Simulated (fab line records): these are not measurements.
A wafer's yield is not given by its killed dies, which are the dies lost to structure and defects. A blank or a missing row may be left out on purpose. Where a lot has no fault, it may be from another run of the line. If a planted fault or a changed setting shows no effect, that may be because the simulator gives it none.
Struck lot and sound lot, side by side	flow sky130	22 out of 708 route steps
Sound: these wafers, L987.1, L987.2, L987.3. Wafers struck: L999.1, L999.2, L999.5. Last of all comes the cause.
Per side, at each step with rows, come the tool, then ch with its chambers, and then its first start. Under that, the readings that differ: sound wafers	struck wafers	difference of the means	sigmas: that difference in standard deviations of wafers without a fault.
alike: a reading whose means differ by less than 2 such deviations, as well as words and numbers matching on both sides. not compared: withheld readings; readings where some wafer has no value; bounds like >300 that might hide an equal value; numbers whose values overlap and for which the record gives no deviation.
Wherever a step has rows on one side only, a row that says differs or no value, or a row with sigmas, the two part there. When numbers do not overlap yet have no deviation, they are printed without sigmas and do not part them. Lack of a reading on every wafer of one side parts them only where that side has two or more wafers.

SKY_METAL4_ETCH_17: etches SiO2 in C4F8/O2/Ar, stops on TiN, time 3.9 s, target depth 15 nm.
  sound on rieDiel-01 ch 0,1,2, day 41 10:58; struck on rieDiel-03 ch 0,1, day 45 00:55
  alike: oesProductAu
  not compared: rfHoursCounterH
SKY_METAL4_METAL_ETCH_18: etches the open film in Cl2/BCl3, stops on SiO2, target depth 845 nm, time 183.1 s.
  sound on rieMetal-04 ch 0,1, day 41 10:59; struck on rieMetal-04 ch 0,1, day 45 00:56
  alike: drypumpMotorCurrentA, oesProductAu, throttleValvePct
  not compared: rfHoursCounterH
SKY_METAL4_STRIP_19: strips in O2/N2.
  sound on plasmaAsher-04 ch 0,1, day 41 11:10; struck on plasmaAsher-02 ch 0,1, day 45 01:06
  alike: drypumpMotorCurrentA, oesProductAu, stripTimeToEndpointS
  not compared: rfHoursCounterH
then, 4 steps without rows for these wafers: SKY_METAL4_STRIP_20 (strips in post etch residue remover, time 1200 s); SKY_METAL4_CLEAN_21 (cleans in IPA, time 180 s); SKY_METAL4_CLEAN_22 (cleans in O3/DIW); SKY_VIA4_HDPCVD_00 (deposits SiO2, target thk 1750 nm, time 291.7 s).
SKY_VIA4_THK_MEAS_01:
  sound: filmMetro-01 at day 41 11:57; struck: filmMetro-03 at day 45 01:53
  alike: VIA4_HDPCVD_THK
SKY_VIA4_CMP_02: polishes SiO2.
  sound on cmp-01 ch 1,2,3, day 41 12:01; struck on cmp-02 ch 2,3, day 45 01:56
  alike: motorCurrentA, platenRpm
SKY_VIA4_BOW_MEAS_03:
  sound: filmMetro-03 at day 41 12:19; struck: filmMetro-04 at day 45 02:14
  alike: VIA4_BOW
then, 2 steps without rows for these wafers: SKY_VIA4_DEHYDRATE_04 (time 60 s); SKY_VIA4_HMDS_05 (prime time 60 s).
SKY_VIA4_COAT_06: resist thk 1140 nm.
  sound on lithoTrack-03 ch 0, day 41 23:19; struck on lithoTrack-03 ch 0, day 45 12:52
reading	sound	struck	difference	sigmas
model.NOVOLAK_of_VIA4_COAT_06.thkNm (nm)	1140 1137 1142	1037 1032 1036	-105	
then, 4 steps without rows for these wafers: SKY_VIA4_SOFTBAKE_07 (time 60 s); SKY_VIA4_EXPOSE_08 (exposes mask VIM4, target cd 800 nm); SKY_VIA4_PEB_09; SKY_VIA4_DEVELOP_10 (develop time 60 s).
SKY_VIA4_OVL_MEAS_11:
  sound: overlay-02 at day 42 11:19; struck: overlay-01 at day 45 23:01
reading	sound	struck	difference	sigmas
VIA4_OVL (nm)	3.0 3.3 3.3	-0.8 -1.0 -0.8	-4.1	-3
SKY_VIA4_ETCH_12: etches SiO2 in C4F8/O2/Ar, stops on TiN, target depth 580 nm.
  sound on rieDiel-04 ch 1,2,3, day 42 11:21; struck on rieDiel-03 ch 1,2,3, day 45 23:04
reading	sound	struck	difference	sigmas
model.NOVOLAK_of_VIA4_COAT_06.thkNm (nm)	1010 1006 1010	905.6 899.8 904.8	-105.3	
model.VIA4.cdNm (nm)	800.8 801.1 803.7	810.1 810.5 811.3	+8.8	
  alike: oesProductAu
SKY_VIA4_STRIP_13: strips in O2/N2.
  sound on plasmaAsher-02 ch 0,1, day 42 11:25; struck on plasmaAsher-03 ch 0,1, day 45 23:08
reading	sound	struck	difference	sigmas
stripTimeToEndpointS (s)	12.783 12.798 12.783	11.631 11.589 11.633	-1.170	-39
  alike: drypumpMotorCurrentA, oesProductAu
  not compared: rfHoursCounterH
then, 2 steps without rows for these wafers: SKY_VIA4_STRIP_14 (strips in post etch residue remover, time 1200 s); SKY_PAD_OPEN_PROBE_99.

== WHERE THEY PART ==
First at SKY_VIA4_OVL_MEAS_11; last, within this record, at SKY_VIA4_STRIP_13.

WHY: the cause the simulator had injected
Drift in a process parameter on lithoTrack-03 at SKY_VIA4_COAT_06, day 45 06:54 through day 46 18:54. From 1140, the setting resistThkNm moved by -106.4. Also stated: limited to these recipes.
